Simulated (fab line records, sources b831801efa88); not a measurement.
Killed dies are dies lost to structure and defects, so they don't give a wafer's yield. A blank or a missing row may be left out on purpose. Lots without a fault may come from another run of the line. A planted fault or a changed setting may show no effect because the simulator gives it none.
Split-lot experiment | flow sky130 | 5 lots, 23 wafers read, on a route of 708 steps

THE SPLIT
At SKY_CAP2M_EXPOSE_09 (exposes mask CAP2M, target cd 1000 nm), the setting dose_mj was moved away from the recipe's 159 on 5 of the 23 wafers read, by -6.0% to +2.8%. The other wafers ran this setting at the recipe's value.

FROM THE SPLIT TO THE READING: what the file shows between them, 2 steps
- SKY_CAP2M_PEB_10
- SKY_CAP2M_DEVELOP_11: develop time 60 s

THE READING
CAP2M.cd_nm (the simulator's own value, which no gauge read), in nm, at SKY_CAP2M_METAL_ETCH_13 (etches TiN in Cl2/BCl3, stops on SiO2, target depth 220 nm, time 62.9 s). The file gives no usual value for it. The 18 wafers here that ran the recipe average 1000.0 nm, standard deviation 2.1 nm.

wafer  | tool, chamber at the split | dose_mj as run | against the recipe | CAP2M.cd_nm, nm | against lot-mates on the recipe
L074.1 | iline_stepper-02, 0        | 149.4          | -6.0%              | 1018            | +20.0
L074.2 | iline_stepper-02, 0        | 159            | recipe             | 997.3           | -
L074.3 | iline_stepper-02, 0        | 149.4          | -6.0%              | 1014            | +16.0
L074.4 | iline_stepper-02, 0        | 149.4          | -6.0%              | 1015            | +17.0
L074.6 | iline_stepper-02, 0        | 159            | recipe             | 998.6           | -
L078.1 | iline_stepper-01, 0        | 159            | recipe             | 1001            | -
L078.4 | iline_stepper-01, 0        | 159            | recipe             | 1001            | -
L078.2 | iline_stepper-01, 0        | 159            | recipe             | 1000            | -
L078.5 | iline_stepper-01, 0        | 159            | recipe             | 1000            | -
L078.6 | iline_stepper-01, 0        | 159            | recipe             | 998             | -
L081.2 | iline_stepper-01, 0        | 159            | recipe             | 1005            | -
L081.3 | iline_stepper-01, 0        | 159            | recipe             | 1001            | -
L081.6 | iline_stepper-01, 0        | 159            | recipe             | 1002            | -
L083.1 | iline_stepper-01, 0        | 159            | recipe             | 1003            | -
L083.2 | iline_stepper-01, 0        | 163.4          | +2.8%              | 996.6           | -4.8
L083.4 | iline_stepper-01, 0        | 159            | recipe             | 1002            | -
L083.5 | iline_stepper-01, 0        | 163.4          | +2.8%              | 992.9           | -8.5
L083.6 | iline_stepper-01, 0        | 159            | recipe             | 999.1           | -
L085.1 | iline_stepper-02, 0        | 159            | recipe             | 997.3           | -
L085.2 | iline_stepper-02, 0        | 159            | recipe             | 999             | -
L085.3 | iline_stepper-02, 0        | 159            | recipe             | 997.9           | -
L085.4 | iline_stepper-02, 0        | 159            | recipe             | 997.7           | -
L085.6 | iline_stepper-02, 0        | 159            | recipe             | 1000            | -

THE FIT
A straight line over all 23 wafers: CAP2M.cd_nm changes by -2.49 nm for each +1% of dose_mj; r = -0.94; the points scatter about the line by 2.2 nm.
The same after taking each lot's own level away (the mean of its wafers on the recipe; 23 wafers): -2.85 nm for each +1%; r = -0.98; scatter 1.5 nm.
On that fit, the largest move of dose_mj shifts the reading by 17 nm.
The lots' own levels span 997.95 to 1002.67 nm, that is 2.3 times the standard deviation above.
So the lot-to-lot level changes the slope: the two fits differ.
Check: with one of the wafers moved furthest among these (-6.0%) left out of the fit, the line predicts +16.2 nm for it against its lot-mates. It came out at +20 nm against them.

OTHER SPLITS ON THESE WAFERS
These wafers also went through other splits before the reading. Each is held against what the fit with the lots' levels taken away leaves over:
other split on the same wafers          | wafers away from the commonest value | r with CAP2M.cd_nm (lot level and that fit taken away)
SKY_CAPM_EXPOSE_09 dose_mj              | 8                                    | -0.06
SKY_METAL3_METAL_ETCH_18 over_etch_frac | 6                                    | +0.00
SKY_VIA3_CVD_21 pressure_torr           | 10                                   | +0.04

THE FILE'S OWN FIT
CAP2M.cd_nm changes by -2.84 nm for each +1% of dose_mj, r = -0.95.
